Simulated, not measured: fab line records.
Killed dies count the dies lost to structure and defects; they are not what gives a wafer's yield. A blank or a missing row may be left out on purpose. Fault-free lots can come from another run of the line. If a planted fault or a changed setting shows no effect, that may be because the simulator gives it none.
Lot-split experiment | flow sky130 | 5 lots, 23 wafers read, on a route of 708 steps

== THE SPLIT ==
At SKY_VT_ADJUST_LVTN_IMPLANT_19, the setting energy-kev was moved away from the recipe's 30 on 9 of the 23 wafers read, by -3.9% to +5.1%. For the rest of the wafers, this setting stayed at what the recipe calls for.

Reading taken at the split's own step.

== THE READING ==
implant.drp-nm (the simulator's own value, which no gauge read), in nm, at SKY_VT_ADJUST_LVTN_IMPLANT_19. No usual value for it is given in the file.

wafer  | tool, chamber at the split | energy-kev as run | against the recipe | implant.drp-nm, nm | against lot-mates on the recipe
L074.1 | implanter-03, 0            | 30                | recipe             | 42.97              | -
L074.4 | implanter-03, 0            | 30                | recipe             | 42.97              | -
L074.6 | implanter-03, 0            | 30                | recipe             | 42.97              | -
L074.3 | implanter-03, 0            | 29.09             | -3.0%              | 41.89              | -1.08
L074.5 | implanter-03, 0            | 29.09             | -3.0%              | 41.89              | -1.08
L075.1 | implanter-01, 0            | 28.82             | -3.9%              | 41.54              | -1.43
L075.3 | implanter-01, 0            | 28.82             | -3.9%              | 41.54              | -1.43
L075.6 | implanter-01, 0            | 28.82             | -3.9%              | 41.54              | -1.43
L075.4 | implanter-01, 0            | 30                | recipe             | 42.97              | -
L075.5 | implanter-01, 0            | 30                | recipe             | 42.97              | -
L078.2 | implanter-03, 0            | 30                | recipe             | 42.97              | -
L078.4 | implanter-03, 0            | 30                | recipe             | 42.97              | -
L078.6 | implanter-03, 0            | 30                | recipe             | 42.97              | -
L078.3 | implanter-03, 0            | 30.87             | +2.9%              | 43.88              | +0.91
L078.5 | implanter-03, 0            | 30.87             | +2.9%              | 43.88              | +0.91
L079.1 | implanter-02, 0            | 30                | recipe             | 42.97              | -
L079.2 | implanter-02, 0            | 30                | recipe             | 42.97              | -
L079.3 | implanter-02, 0            | 30                | recipe             | 42.97              | -
L081.2 | implanter-02, 0            | 31.53             | +5.1%              | 44.53              | +1.56
L081.6 | implanter-02, 0            | 31.53             | +5.1%              | 44.53              | +1.56
L081.3 | implanter-02, 0            | 30                | recipe             | 42.97              | -
L081.4 | implanter-02, 0            | 30                | recipe             | 42.97              | -
L081.5 | implanter-02, 0            | 30                | recipe             | 42.97              | -

FIT RESULTS
A straight line over all 23 wafers: implant.drp-nm changes by +0.333 nm for each +1% of energy-kev; r = +1.00; the points scatter about the line by 0.055 nm.
The same after taking each lot's own level away (the mean of its wafers on the recipe; 23 wafers): +0.333 nm for each +1%; r = +1.00; scatter 0.055 nm.
The reading moves by 1.7 nm for the largest change in energy-kev, on that fit.
The lots' own levels span 42.970 to 42.970 nm.
So the lot-to-lot level changes the slope little: the two slopes agree.
Check: for one of the wafers moved furthest among these (+5.1%), held out of the fit, the line's prediction against its lot-mates is +1.69 nm. It came out at +1.56 nm against them.

== OTHER SPLITS APPLIED TO THESE WAFERS ==
Note: prior to the reading, these wafers also went through further splits. Each is held against what the fit with the lots' levels taken away leaves over:
other split on the same wafers         | wafers away from the commonest value | r with implant.drp-nm (lot level and that fit taken away)
SKY_FIELD_ISO_EXPOSE_10 dose-mj        | 11                                   | +0.55
SKY_FIELD_ISO_ETCH_14 time-s           | 2                                    | +0.18
SKY_NWELL_IMPLANT_24 dose-cm2          | 5                                    | +0.06
SKY_VT_ADJUST_HVTP_EXPOSE_04 dose-mj   | 10                                   | -0.01
SKY_VT_ADJUST_LVTN_IMPLANT_08 dose-cm2 | 5                                    | +0.12

== THE WHOLE CHAIN: every reading that the file lists as answering this split, in the file's order ==
step                          | what it does | reading                                                         | change (the file's fit)               | r (the file's)
SKY_VT_ADJUST_LVTN_IMPLANT_19 |              | implant.rp-nm (the simulator's own value, which no gauge read)  | +0.955 nm for each +1% of the setting | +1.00
SKY_VT_ADJUST_LVTN_IMPLANT_19 |              | implant.drp-nm (the simulator's own value, which no gauge read) | +0.329 nm for each +1% of the setting | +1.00

== FILE'S OWN FIT ==
implant.drp-nm changes by +0.329 nm for each +1% of energy-kev, r = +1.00.
